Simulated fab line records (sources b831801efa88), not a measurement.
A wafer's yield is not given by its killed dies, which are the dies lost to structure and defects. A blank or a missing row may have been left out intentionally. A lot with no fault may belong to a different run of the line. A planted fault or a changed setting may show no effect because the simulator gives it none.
A lot that was struck, set against a sound lot || flow sky130 || 15 out of 708 route steps
Sound: the wafers L745.3, L745.5, L745.6. Wafers L748.1, L748.4, L748.6 were the ones struck. The cause comes at the end.
Per side, at each step with rows, come the tool, then ch with its chambers, and then its first start. Under that, the readings that differ: sound wafers || struck wafers || difference of the means || sigmas: that difference in standard deviations of wafers without a fault.
alike: same words and numbers on both sides, and readings whose means sit less than 2 such deviations apart. not compared: any withheld reading, any reading some wafer has no value for, any bound like >300 that may hide the same value, and any number with overlapping values for which the record gives no deviation.
A row with sigmas, a row that says differs or no value, or rows on one side alone: a step with any of these is where the two part. Numbers that don't overlap but have no deviation are shown without sigmas and don't part them. Lack of a reading on every wafer of one side parts them only where that side has two or more wafers.

SKY_VIA1_ETCH_14: etches BARC in N2/H2, stops on SiO2, time 45.9 s, target depth 60 nm.
  sound on rie_diel-03 ch 0,1,3, day 34 16:20; struck on rie_diel-03 ch 0,1,3, day 35 19:47
  alike: drypump_motor_current_A, oes_product_au, throttle_valve_pct
  not compared: rf_hours_counter_h
SKY_VIA1_ETCH_15: etches SiO2 in C4F8/O2/Ar, stops on TiN, target depth 351 nm, time 54 s.
  sound on rie_diel-03 ch 0,1,3, day 34 16:23; struck on rie_diel-03 ch 0,1,3, day 35 19:50
  alike: oes_product_au
  not compared: rf_hours_counter_h
then, 4 steps without rows for these wafers: SKY_VIA1_STRIP_16 (strips in O2/N2); SKY_VIA1_STRIP_17 (strips in post etch residue remover, time 1200 s); SKY_VIA1_CLEAN_18 (cleans in IPA, time 180 s); SKY_VIA1_CLEAN_19 (cleans in O3/DIW).
SKY_VIA1_SPUTTER_20: material TiN, target thk 20 nm, time 80 s.
  struck on pvd_sputter-02, day 35 20:29; sound on pvd_sputter-01, day 34 17:04
  alike: cathode_dc_power_W, throttle_valve_pct
then, 1 step without rows for these wafers: SKY_VIA1_CVD_21 (deposits W, target thk 270 nm, time 80.902 s).
SKY_VIA1_RS_MEAS_22: uses a four-point probe to measure.
  struck on film_metro-02, day 35 20:39; sound on film_metro-02, day 34 17:15
  alike: VIA1_W_RS
SKY_VIA1_THK_MEAS_23: measures by xrf.
  struck on film_metro-02, day 35 20:46; sound on film_metro-02, day 34 17:21
  alike: VIA1_W_THK
SKY_VIA1_CMP_24: polishes, stops on SiO2, t overpolish 15 s, target thk 0 nm.
  sound on cmp-01 ch 0,2,3, day 34 17:32; struck on cmp-01 ch 0,1,2, day 35 20:50
  alike: motor_current_A, overpolish_run_s, time_to_endpoint_s
then, 1 step without rows for these wafers: SKY_METAL2_SPUTTER_00 (material Ti, target thk 15 nm, time 10 s).
SKY_METAL2_SPUTTER_01: material TiN, target thk 20 nm, time 16.7 s.
  struck on pvd_sputter-03, day 35 21:09; sound on pvd_sputter-01, day 34 17:43
{"reading": "cathode_dc_power_W (W)", "sound": "6499.5 6500.2 6500.8", "struck": "7091.3 7089.3 7089.1", "difference": "+589.7", "sigmas": "+99 or more"}
{"reading": "model.TiN_of_METAL2_SPUTTER_01.thk_nm (nm)", "sound": "20.1 19.81 19.84", "struck": "21.71 21.91 21.99", "difference": "+1.95", "sigmas": ""}
  alike: throttle_valve_pct
SKY_METAL2_SPUTTER_02: material AlCu, target thk 250 nm, time 13.3 s.
  struck on pvd_sputter-03, day 35 21:10; sound on pvd_sputter-01, day 34 17:44
  alike: cathode_dc_power_W, throttle_valve_pct
-- the record jumps here: 11 days lie between the struck wafers' starts before and after (it left off in module METAL2 and takes up again in module PAD_OPEN, whose first step shown is number 708 of the route) --
SKY_PAD_OPEN_PROBE_99:
  struck on prober-01, day 47 05:52; sound on prober-02, day 46 08:05
  alike: defect_limited_yield, killed_at_M0_to_M3, killed_at_M4_up, killed_at_contacts, killed_at_front_end, killed_at_other, killed_dies, killed_open, killed_short, sort_bin_3_pad_short, sort_bin_5_function, sort_bin_6_memory, sort_n_pass, sort_yield_pct

WHERE THEY PART
SKY_METAL2_SPUTTER_01 only, going by this record. Later steps at which nothing parts them and some readings are alike: SKY_METAL2_SPUTTER_02, SKY_PAD_OPEN_PROBE_99.

WHY: what had been put in by the simulator
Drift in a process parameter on pvd_sputter-03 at SKY_METAL2_SPUTTER_01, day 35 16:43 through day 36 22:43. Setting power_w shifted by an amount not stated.
